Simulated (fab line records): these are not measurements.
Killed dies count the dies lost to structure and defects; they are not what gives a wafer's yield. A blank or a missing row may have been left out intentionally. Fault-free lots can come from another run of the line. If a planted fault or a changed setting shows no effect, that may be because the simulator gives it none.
Which tool did it? / flow gf180mcu / 21 wafers from 7 lots sampled at 3 of the route's 602 steps

== WHAT THE GAUGES SHOWED, per wafer ==
GF_STI_THK_MEAS_22.
lot=L379; measured=day 2 08:50; on=film metro-04; STI_OXIDATION_01_THK (nm)=14.77 14.96 14.59
lot=L383; measured=day 3 06:02; on=film metro-03; STI_OXIDATION_01_THK (nm)=14.52 14.74 14.48
lot=L387; measured=day 4 01:08; on=film metro-04; STI_OXIDATION_01_THK (nm)=14.61 14.91 14.51
lot=L389; measured=day 4 13:05; on=film metro-04; STI_OXIDATION_01_THK (nm)=14.91 14.67 14.92
lot=L391; measured=day 4 22:09; on=film metro-03; STI_OXIDATION_01_THK (nm)=14.55 14.55 14.61
lot=L396; measured=day 6 00:27; on=film metro-03; STI_OXIDATION_01_THK (nm)=14.94 15.06 15.01
lot=L400; measured=day 6 20:59; on=film metro-01; STI_OXIDATION_01_THK (nm)=15.00 14.95 14.85

== WHICH TOOL RAN EACH LOT (tool, then ch and the chambers of the sampled wafers, then the start) ==
lot=L379; GF_STI_OXIDATION_01=furnace-01 ch 0, day 1 15:36; GF_STI_ETCH_13=rie diel-04 ch 1,2,3, day 2 07:02
lot=L383; GF_STI_OXIDATION_01=furnace-01 ch 0, day 2 12:27; GF_STI_ETCH_13=rie diel-01 ch 1,2,3, day 3 04:16
lot=L387; GF_STI_OXIDATION_01=furnace-02 ch 0, day 3 07:07; GF_STI_ETCH_13=rie diel-02 ch 2,3, day 3 23:20
lot=L389; GF_STI_OXIDATION_01=furnace-02 ch 0, day 3 18:13; GF_STI_ETCH_13=rie diel-02 ch 0,1,3, day 4 11:16
lot=L391; GF_STI_OXIDATION_01=furnace-01, day 4 03:07; GF_STI_ETCH_13=rie diel-04 ch 1,2,3, day 4 20:25
lot=L396; GF_STI_OXIDATION_01=furnace-02 ch 0, day 5 04:31; GF_STI_ETCH_13=rie diel-04 ch 0,1,3, day 5 21:58
lot=L400; GF_STI_OXIDATION_01=furnace-01 ch 0, day 6 00:27; GF_STI_ETCH_13=rie diel-01 ch 0,1,3, day 6 18:37
- GF_STI_OXIDATION_01: stabilise 600 s, purge 300 s, target thk 10 nm.
- GF_STI_ETCH_13: etches the open film in CHF3/O2, stops on Si, target depth 282.31 nm, time 112.9 s.

== THE ANSWER, worked out from the rows above alone ==
Rule: the usual values come from the lots themselves. Put in order of their means at a reading, lots are off if they are a third of the lots or fewer, leave a main group of 4 or more, and stand apart from it by a gap of 3 or more times the standard deviation of the main group's means; of several such gaps the widest counts. A main group is skipped when, at the precision printed for the reading in the tables above, its means are all equal. A lot without any number at a reading at which 4 lots or more have one is off too. Where the step has rows for the other lots, those lots are counted as sound.
No lot is off on any of the readings shown, so nothing can be concluded from this.

== WHAT WAS PUT IN BY THE SIMULATOR ==
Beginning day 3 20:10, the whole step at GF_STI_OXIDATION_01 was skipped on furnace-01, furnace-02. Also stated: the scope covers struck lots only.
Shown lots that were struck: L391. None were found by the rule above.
